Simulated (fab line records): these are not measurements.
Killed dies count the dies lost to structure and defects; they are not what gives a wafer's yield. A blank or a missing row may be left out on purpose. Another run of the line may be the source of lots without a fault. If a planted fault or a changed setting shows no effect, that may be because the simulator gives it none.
Comparing a struck lot with a sound one :: flow sky130 :: 17 out of 708 route steps
Sound: these wafers, L762.1, L762.4, L762.5. Struck: wafer L778.1 (L778.2, L778.5, from the same lot, were not struck and are left out); the cause is given at the end.
At each step with rows: each side's tool, then ch and its chambers, then its first start. Under that, the readings that differ: sound wafers :: struck wafers :: difference of the means :: sigmas: that difference in standard deviations of wafers without a fault.
alike: readings with means less than 2 such deviations apart, plus words and numbers identical on both sides. not compared: withheld readings, readings lacking a value on some wafer, bounds such as >300 that could conceal the same value, and numbers that have no deviation in the record and whose values overlap.
Wherever a step has rows on one side only, a row that says differs or no value, or a row with sigmas, the two part there. When numbers do not overlap yet have no deviation, they are printed without sigmas and do not part them. Lack of a reading on every wafer of one side parts them only where that side has two or more wafers.

first, 3 steps without rows for these wafers: SKY_VIA1_EXPOSE_09 (exposes mask VIM, target cd 150 nm); SKY_VIA1_PEB_10; SKY_VIA1_DEVELOP_11 (develop time 60 s).
SKY_VIA1_CD_MEAS_12 targets a cd of 150 nm.
  sound: cdSem-02 at day 34 02:20; struck: cdSem-01 at day 39 09:59
  alike: cdNm
SKY_VIA1_OVL_MEAS_13:
  sound: overlay-02 at day 34 02:27; struck: overlay-02 at day 39 10:06
  alike: VIA1_OVL
SKY_VIA1_ETCH_14: etches BARC in N2/H2, stops on SiO2, time 45.9 s, target depth 60 nm.
  sound on rieDiel-04 ch 0,1,3, day 34 02:29; struck on rieDiel-03 ch 2, day 39 10:08
reading: drypumpMotorCurrentA (A)
sound: 6.1 6.1 5.6
struck: 4.7
difference: -1.2
sigmas: -3

reading: oesProductAu (a.u.)
sound: 0.854 0.850 0.853
struck: 0.863
difference: +0.011
sigmas: +2
  alike: chamberPressureMTorr, h2FlowSccm, throttleValvePct
  not compared: rfHoursCounterH
SKY_VIA1_ETCH_15: etches SiO2 in C4F8/O2/Ar, stops on TiN, target depth 351 nm, time 54 s.
  sound on rieDiel-04 ch 0,1,3, day 34 02:31; struck on rieDiel-03 ch 2, day 39 10:11
  alike: chamberPressureMTorr, oesProductAu
  not compared: rfHoursCounterH
SKY_VIA1_STRIP_16: strips in O2/N2.
  sound on plasmaAsher-03 ch 0,1, day 34 02:34; struck on plasmaAsher-03 ch 0, day 39 10:14
reading: stripTimeToEndpointS (s)
sound: 4.428 4.428 4.451
struck: 4.477
difference: +0.041
sigmas: +2
  alike: chamberPressureMTorr, drypumpMotorCurrentA, oesProductAu
  not compared: rfHoursCounterH
then, 3 steps without rows for these wafers: SKY_VIA1_STRIP_17 (strips in post etch residue remover, time 1200 s); SKY_VIA1_CLEAN_18 (cleans in IPA, time 180 s); SKY_VIA1_CLEAN_19 (cleans in O3/DIW).
SKY_VIA1_SPUTTER_20: material TiN, target thk 20 nm, time 80 s.
  sound: pvdSputter-01 at day 34 03:10; struck: pvdSputter-04 at day 39 10:49
  alike: throttleValvePct
SKY_VIA1_CVD_21: deposits W, target thk 270 nm, time 80.902 s.
  sound on cvdW-02 ch 0,1, day 34 03:13; struck on cvdW-01 ch 1, day 39 10:53
  alike: heaterPowerW
SKY_VIA1_RS_MEAS_22: a four-point-probe measurement.
  sound: filmMetro-04 at day 34 03:19; struck: filmMetro-03 at day 39 10:58
reading: VIA1_W_RS (ohm/sq)
sound: 0.427 0.428 0.429
struck: 0.555
difference: +0.127
sigmas: +24
SKY_VIA1_THK_MEAS_23: measures by xrf.
  sound: filmMetro-04 at day 34 03:26; struck: filmMetro-03 at day 39 11:05
reading: VIA1_W_THK (nm)
sound: 274 273 273
struck: 223
difference: -50
sigmas: -13
SKY_VIA1_CMP_24: polishes, stops on SiO2, t overpolish 15 s, target thk 0 nm.
  sound on cmp-02 ch 0,1, day 34 03:30; struck on cmp-02 ch 3, day 39 11:15
  alike: motorCurrentA, overpolishRunS, timeToEndpointS
SKY_PAD_OPEN_PROBE_99:
  the record holds rows for the sound wafers here (prober-02, day 45 19:33) but none for the struck ones

== WHERE THEY PART ==
First at SKY_VIA1_ETCH_14; last, within this record, at SKY_PAD_OPEN_PROBE_99.

WHY: what had been put in by the simulator
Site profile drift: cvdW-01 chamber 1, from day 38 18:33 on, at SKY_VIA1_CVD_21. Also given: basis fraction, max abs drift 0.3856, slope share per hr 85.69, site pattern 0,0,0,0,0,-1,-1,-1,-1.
